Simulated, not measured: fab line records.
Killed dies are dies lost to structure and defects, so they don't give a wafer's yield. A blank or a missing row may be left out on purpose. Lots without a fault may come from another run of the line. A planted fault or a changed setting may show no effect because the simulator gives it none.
Chamber matching :: flow gf180mcu :: 4 sister chambers for GF_V3_CMP_04 on cmp-02
The step polishes SiO2. 8 wafers are shown with their chamber, then 12 later ones without.

WAFERS WITH THEIR CHAMBER
wafer: L087.3
chamber: 3
motor_current_A (A): 13.0
retaining_ring_pressure_frac: 1.006

wafer: L087.5
chamber: 0
motor_current_A (A): 13.0
retaining_ring_pressure_frac: 0.994

wafer: L089.1
chamber: 1
motor_current_A (A): 10.1
retaining_ring_pressure_frac: 1.003

wafer: L089.5
chamber: 1
motor_current_A (A): 10.6
retaining_ring_pressure_frac: 0.999

wafer: L089.6
chamber: 2
motor_current_A (A): 11.9
retaining_ring_pressure_frac: 1.002

wafer: L090.2
chamber: 2
motor_current_A (A): 11.8
retaining_ring_pressure_frac: 1.007

wafer: L090.3
chamber: 3
motor_current_A (A): 12.9
retaining_ring_pressure_frac: 1.009

wafer: L090.5
chamber: 0
motor_current_A (A): 13.1
retaining_ring_pressure_frac: 0.993

WAFERS WITH NO CHAMBER GIVEN
wafer: L091.2
motor_current_A (A): 13.5
retaining_ring_pressure_frac: 1.003

wafer: L091.4
motor_current_A (A): 12.7
retaining_ring_pressure_frac: 1.002

wafer: L091.6
motor_current_A (A): 11.8
retaining_ring_pressure_frac: 0.995

wafer: L092.2
motor_current_A (A): 10.3
retaining_ring_pressure_frac: 0.996

wafer: L092.4
motor_current_A (A): 13.8
retaining_ring_pressure_frac: 1.003

wafer: L092.6
motor_current_A (A): 12.1
retaining_ring_pressure_frac: 1.005

wafer: L096.4
motor_current_A (A): 11.8
retaining_ring_pressure_frac: 1.004

wafer: L096.5
motor_current_A (A): 12.5
retaining_ring_pressure_frac: 1.008

wafer: L096.6
motor_current_A (A): 12.9
retaining_ring_pressure_frac: 1.004

wafer: L097.1
motor_current_A (A): 12.1
retaining_ring_pressure_frac: 1.005

wafer: L097.3
motor_current_A (A): 12.9
retaining_ring_pressure_frac: 1.008

wafer: L097.5
motor_current_A (A): 13.4
retaining_ring_pressure_frac: 1.004

WHICH CHAMBER EACH WENT THROUGH
wafer: L091.2
from the rows above: can't be placed: 3 or 0
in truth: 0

wafer: L091.4
from the rows above: can't be placed: 3 or 0
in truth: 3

wafer: L091.6
from the rows above: 2
in truth: 2

wafer: L092.2
from the rows above: 1
in truth: 1

wafer: L092.4
from the rows above: can't be placed: 3 or 0
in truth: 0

wafer: L092.6
from the rows above: 2
in truth: 2

wafer: L096.4
from the rows above: 2
in truth: 2

wafer: L096.5
from the rows above: can't be placed: 3 or 2
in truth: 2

wafer: L096.6
from the rows above: 3
in truth: 3

wafer: L097.1
from the rows above: 2
in truth: 2

wafer: L097.3
from the rows above: 3
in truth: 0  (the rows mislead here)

wafer: L097.5
from the rows above: can't be placed: 3 or 0
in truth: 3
Correct placement for 6 of the 12. Can't be placed from these rows: 5 (the true chamber is among the candidates in 5). Number placed wrongly: 1.
How it was worked out, from the rows above alone: a wafer's distance from a chamber is the root of the sum, over the readings, of the square of ((its reading less the chamber's mean) divided by the reading's scatter). The wafer belongs to the nearest chamber; if the next one is less than 2 further off, it can't be placed. The mean given for a chamber averages the wafers shown for that chamber. How the scatter is found: for the shown wafers, subtract from each reading the mean of its chamber, square and add these, divide the total by (wafers less chambers), then take the root.
